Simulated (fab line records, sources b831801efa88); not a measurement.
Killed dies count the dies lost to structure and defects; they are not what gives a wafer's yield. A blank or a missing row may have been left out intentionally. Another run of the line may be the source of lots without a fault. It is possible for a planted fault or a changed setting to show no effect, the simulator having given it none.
fab line records    flow sky130
record lots=13  wafers=39  last_day=50
route steps=708 shown METAL1@450 VIA1@478 METAL2@485 VIA2@514 PAD_OPEN@708
lots that met no fault: taken from a fault-free run of the same line
start_h: hours from the record's first day to the start of the lot's first wafer shown    wait_h: how many hours have passed since the lot's step before this one    " unchanged from the row above    L1.1+2: a row that stands for several wafers    - either no value or no given start    * or withheld: withheld    < > ~ a bound
route shown NAME@n: a module of which the file shows steps, and the number in the route of the first    usual: mean/standard deviation of fault-free wafers    same: alike in all rows    chamber/n: place in a boat    sites: per-site readings    _std_site: their standard deviation    _edge_site: mean of outer sites minus mean of inner sites    radius_mm: how far each site lies from the wafer's centre    mask NAME#n: copy n    behind: the last tool/chamber to shape the wafer    hold: reason for holding the lot/hours on hold/outcome of the hold    device: the transistor (n, p or np) that didn't switch    end of line: tests run on the same wafers once the route is complete    step lacking rows: just its recipe    killed: count of dies lost to structure and defects at first sort (not the wafer's yield)    map: shows each die of a wafer: x if killed, . if not, _ if none is there
set.NAME: the setting the step ran with; set.NAME@STEP: the setting that earlier step ran with    model.NAME: the simulator's own value behind a step, which no gauge read
route steps across a sampled set of lots; one table per step, one row per wafer
services: a tool's chamber out of use, with start hour (start_h, from the record's first day; less than 0 if before it), hours out, and reason
## steps
# step SKY_METAL1_OVL_MEAS_16
# usual METAL1_OVL=3/5.9
lot.wafer  tool        chamber  start_h  wait_h  METAL1_OVL[nm]
L791.3     overlay-01  -        766.80   0.1     -12
L791.5     "           -        "        "       -9
L791.6     "           -        "        "       -6
L792.1     overlay-01  -        785.81   0.1     13
L792.2     "           -        "        "       5
L792.6     "           -        "        "       5
L793.2     overlay-02  -        789.61   0.1     3
L793.4     "           -        "        "       0
L793.6     "           -        "        "       -1
L797.1     overlay-02  -        823.61   0.1     7
L797.4     "           -        "        "       9
L797.5     "           -        "        "       11
L798.1     overlay-02  -        827.26   0.1     3
L798.2     "           -        "        "       -1
L798.4     "           -        "        "       2
L801.3     overlay-01  -        849.20   0.1     -5
L801.4     "           -        "        "       2
L801.6     "           -        "        "       3
L803.1     overlay-01  -        862.36   0.1     5
L803.3     "           -        "        "       11
L803.6     "           -        "        "       5
L806.1     overlay-02  -        886.49   0.1     8
L806.5     "           -        "        "       11
L806.6     "           -        "        "       7
L807.1     overlay-01  -        891.96   0.1     -7
L807.5     "           -        "        "       -1
L807.6     "           -        "        "       -4
L808.1     overlay-01  -        899.69   0.1     -4
L808.3     "           -        "        "       -1
L808.4     "           -        "        "       -4
L809.3     overlay-01  -        905.57   0.1     1
L809.4     "           -        "        "       0
L809.6     "           -        "        "       2
L812.1     overlay-01  -        921.56   0.1     1
L812.2     "           -        "        "       -6
L812.5     "           -        "        "       -3
L813.1     overlay-01  -        928.91   0.1     -4
L813.4     "           -        "        "       3
L813.5     "           -        "        "       3
# step SKY_VIA1_SPUTTER_20
# recipe material=TiN  target_thk_nm=20  chamber_pressure_pa=5  power_w=4000  time_s=80
# usual throttle_valve_pct=30.2/0.69
lot.wafer  tool            chamber  start_h  wait_h  throttle_valve_pct
L791.3     pvd_sputter-04  -        796.11   0.0     30.4
L791.5     "               -        "        "       29.6
L791.6     "               -        "        "       30.2
L792.1     pvd_sputter-03  -        814.83   0.0     30.8
L792.2     "               -        "        "       30.5
L792.6     "               -        "        "       30.7
L793.2     pvd_sputter-04  -        818.21   0.0     29.0
L793.4     "               -        "        "       29.6
L793.6     "               -        "        "       30.2
L797.1     pvd_sputter-01  -        852.33   0.0     31.0
L797.4     "               -        "        "       29.7
L797.5     "               -        "        "       28.9
L798.1     pvd_sputter-03  -        855.76   0.0     30.9
L798.2     "               -        "        "       30.2
L798.4     "               -        "        "       30.7
L801.3     pvd_sputter-01  -        877.71   0.0     29.9
L801.4     "               -        "        "       28.9
L801.6     "               -        "        "       29.6
L803.1     pvd_sputter-04  -        889.53   0.0     29.5
L803.3     "               -        "        "       28.8
L803.6     "               -        "        "       31.1
L806.1     pvd_sputter-03  -        913.31   0.0     30.8
L806.5     "               -        "        "       30.8
L806.6     "               -        "        "       30.6
L807.1     pvd_sputter-04  -        918.43   0.0     30.3
L807.5     "               -        "        "       29.6
L807.6     "               -        "        "       30.1
L808.1     pvd_sputter-04  -        927.30   0.0     29.6
L808.3     "               -        "        "       29.9
L808.4     "               -        "        "       31.1
L809.3     pvd_sputter-04  -        932.32   0.0     28.9
L809.4     "               -        "        "       29.6
L809.6     "               -        "        "       30.8
L812.1     pvd_sputter-03  -        948.86   0.0     30.1
L812.2     "               -        "        "       30.6
L812.5     "               -        "        "       30.8
L813.1     pvd_sputter-03  -        955.31   0.0     30.5
L813.4     "               -        "        "       30.5
L813.5     "               -        "        "       30.3
# step SKY_METAL2_SPUTTER_02
# recipe material=AlCu  target_thk_nm=250  power_w=10600  time_s=13.3  chamber_pressure_pa=0.4
# usual throttle_valve_pct=30.0/0.78
lot.wafer  tool            chamber  start_h  wait_h  throttle_valve_pct
L791.3     pvd_sputter-01  -        797.15   0.0     29.8
L791.5     "               -        "        "       28.8
L791.6     "               -        "        "       31.2
L792.1     pvd_sputter-01  -        815.72   0.0     30.6
L792.2     "               -        "        "       31.0
L792.6     "               -        "        "       30.7
L793.2     pvd_sputter-02  -        819.35   0.0     30.5
L793.4     "               -        "        "       30.2
L793.6     "               -        "        "       30.6
L797.1     pvd_sputter-01  -        853.01   0.0     29.2
L797.4     "               -        "        "       30.9
L797.5     "               -        "        "       30.8
L798.1     pvd_sputter-04  -        856.44   0.0     28.9
L798.2     "               -        "        "       29.7
L798.4     "               -        "        "       30.1
L801.3     pvd_sputter-02  -        878.39   0.0     28.7
L801.4     "               -        "        "       29.0
L801.6     "               -        "        "       29.9
L803.1     pvd_sputter-01  -        890.21   0.0     29.1
L803.3     "               -        "        "       30.7
L803.6     "               -        "        "       30.3
L806.1     pvd_sputter-01  -        913.99   0.0     30.6
L806.5     "               -        "        "       31.3
L806.6     "               -        "        "       28.8
L807.1     pvd_sputter-01  -        919.11   0.0     29.8
L807.5     "               -        "        "       28.9
L807.6     "               -        "        "       30.6
L808.1     pvd_sputter-02  -        927.98   0.0     30.2
L808.3     "               -        "        "       30.9
L808.4     "               -        "        "       29.9
L809.3     pvd_sputter-01  -        933.00   0.0     30.7
L809.4     "               -        "        "       29.5
L809.6     "               -        "        "       30.5
L812.1     pvd_sputter-02  -        949.54   0.0     30.7
L812.2     "               -        "        "       30.4
L812.5     "               -        "        "       30.2
L813.1     pvd_sputter-02  -        955.99   0.0     29.8
L813.4     "               -        "        "       29.8
L813.5     "               -        "        "       30.3
# step SKY_VIA2_COAT_07
# recipe resist=KrF-thick  spin_rpm=3000  resist_thk_nm=450
# usual exhaust_pa=45.2/0.89  spin_speed_rpm=3000.3/2.1
lot.wafer  tool            chamber  start_h  wait_h  exhaust_pa  spin_speed_rpm
L791.3     litho_track-02  0        838      -       44.3        2999.2
L791.5     "               0        "        "       43.3        2999.2
L791.6     "               0        "        "       43.4        2999.9
L792.1     litho_track-04  0        856      -       46.1        3000.9
L792.2     "               0        "        "       45.6        2998.9
L792.6     "               0        "        "       46.0        2999.9
L793.2     litho_track-01  0        859      -       47.0        2999.9
L793.4     "               0        "        "       44.4        2997.1
L793.6     "               0        "        "       45.2        2998.5
L797.1     litho_track-01  0        892      -       45.5        3001.6
L797.4     "               0        893      -       45.8        2995.8
L797.5     "               0        "        "       45.9        3000.7
L798.1     litho_track-01  0        896      -       46.1        2998.3
L798.2     "               0        "        "       45.5        3001.1
L798.4     "               0        "        "       44.5        3000.6
L801.3     litho_track-02  0        918      -       45.1        2997.8
L801.4     "               0        "        "       46.7        3000.9
L801.6     "               0        "        "       46.0        3003.8
L803.1     litho_track-01  0        929      -       45.8        3003.6
L803.3     "               0        "        "       45.5        3003.3
L803.6     "               0        "        "       45.5        3004.5
L806.1     litho_track-01  0        951      -       45.1        2953.0
L806.5     "               0        952      -       46.7        2953.0
L806.6     "               0        "        "       46.2        2953.4
L807.1     litho_track-01  0        956      -       44.6        2953.9
L807.5     "               0        "        "       46.1        2952.6
L807.6     "               0        "        "       45.6        2951.9
L808.1     litho_track-01  0        964      -       45.5        2951.5
L808.3     "               0        "        "       44.5        2955.1
L808.4     "               0        "        "       44.9        2951.5
L809.3     litho_track-04  0        971      -       45.9        2999.6
L809.4     "               0        "        "       44.1        3002.5
L809.6     "               0        "        "       44.6        3001.0
L812.1     litho_track-02  0        986      -       45.0        2998.0
L812.2     "               0        "        "       45.0        2996.3
L812.5     "               0        "        "       45.2        2997.2
L813.1     litho_track-04  0        992      -       44.1        3002.1
L813.4     "               0        "        "       44.5        2999.6
L813.5     "               0        "        "       44.2        3003.4
# step SKY_PAD_OPEN_PROBE_99
# usual defect_limited_yield=82.2/1.9  killed_at_M0_to_M3=43/6.5  killed_at_M4_up=3.5/1.9  killed_at_contacts=24/5.4  killed_at_front_end=16/4.8  killed_at_other=0.4/0.64  killed_dies=87/9.4  killed_open=47/7  killed_short=40/6.3  sort_bin_3_pad_short=0.9/0.4  sort_bin_5_function=10.5/1.4  sort_bin_6_memory=6.3/1.1  sort_n_pass=405/9.4  sort_yield_pct=82.2/1.9
# same gross_dies=492  killed_at_back_side=0  sort_bin_4_leakage[%]=0  sort_bin_8_speed[%]=0
lot.wafer  tool       chamber  start_h  wait_h  defect_limited_yield[%]  killed_at_M0_to_M3  killed_at_M4_up  killed_at_contacts  killed_at_front_end  killed_at_other  killed_dies  killed_open  killed_short  sort_bin_3_pad_short[%]  sort_bin_5_function[%]  sort_bin_6_memory[%]  sort_n_pass  sort_yield_pct[%]
L798.1     prober-01  -        1124.51  0.1     78.5                     60                  1                25                  20                   0                106          56           50            0.8                      14.2                    6.5                   386          78.5
L798.2     prober-01  -        1124.56  0.1     77.8                     53                  4                33                  19                   0                109          58           50            1.2                      10.2                    10.8                  383          77.8
L798.4     prober-01  -        1124.66  0.2     81.3                     48                  3                28                  13                   0                92           51           41            0.6                      10.2                    7.9                   400          81.3
L803.1     prober-01  -        1149.16  0.1     82.7                     44                  0                22                  19                   0                85           51           34            1.2                      9.3                     6.7                   407          82.7
# killed by level:class
L798.1 VIA1:geometric_particle:open=13 VIA2:geometric_particle:open=9 LI_CONTACT:geometric_particle:open=8 CONTACT:geometric_particle:open=8 METAL1:geometric_particle:short=8 VIA3:geometric_particle:open=7 FIELD_ISO:geometric_particle:short=6 VIA3:geometric_particle:short=6
L798.2 VIA1:geometric_particle:open=12 CONTACT:geometric_particle:open=10 METAL2:geometric_particle:short=9 LI_CONTACT:geometric_particle:open=9 VIA3:geometric_particle:open=8 CONTACT:geometric_particle:short=7 SPACER:geometric_particle:short=6 METAL1:geometric_particle:short=6
L798.4 VIA1:geometric_particle:open=13 LI_CONTACT:geometric_particle:open=10 VIA1:geometric_particle:short=8 VIA2:geometric_particle:open=8 VIA3:geometric_particle:open=7 CONTACT:geometric_particle:open=6 FIELD_ISO:geometric_particle:open=5 LI_CONTACT:geometric_particle:short=5
L803.1 VIA1:geometric_particle:open=12 CONTACT:geometric_particle:open=8 VIA3:geometric_particle:open=7 METAL1:geometric_particle:short=6 LI_CONTACT:geometric_particle:open=5 VIA2:geometric_particle:open=5 FIELD_ISO:geometric_particle:open=4 FIELD_ISO:geometric_particle:short=4
## services
tool            chamber  start_h  hours  kind
pvd_sputter-04  -        808.60   3.7    repair
pvd_sputter-02  -        814.32   2.1    repair
pvd_sputter-01  -        818.68   1.0    repair
pvd_sputter-02  -        870.27   2.4    repair
pvd_sputter-04  -        872.23   7.8    repair
pvd_sputter-04  -        879.08   1.4    repair
pvd_sputter-04  -        933.97   2.4    repair
pvd_sputter-03  -        943.03   1.7    repair
pvd_sputter-02  -        982.11   11.9   repair
## key
first_sign step=SKY_VIA2_COAT_07  reading=spin_speed_rpm  direction=down  sigmas=23  usual=3000.3  struck=2952.9
effect none on later readings
met_at SKY_VIA2_COAT_07
struck_lots L806,L807,L808
not_acting_at SKY_METAL1_OVL_MEAS_16,SKY_VIA1_SPUTTER_20,SKY_METAL2_SPUTTER_02
onset_between 929 951
fault kind=process_parameter_drift  tool=litho_track-01  chamber=-  onset_h=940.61  steps=SKY_VIA2_COAT_07  channel=spin_rpm  offset=-46.891  shape=step  end_h=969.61  acts_in=these_recipes_only  stated=3000
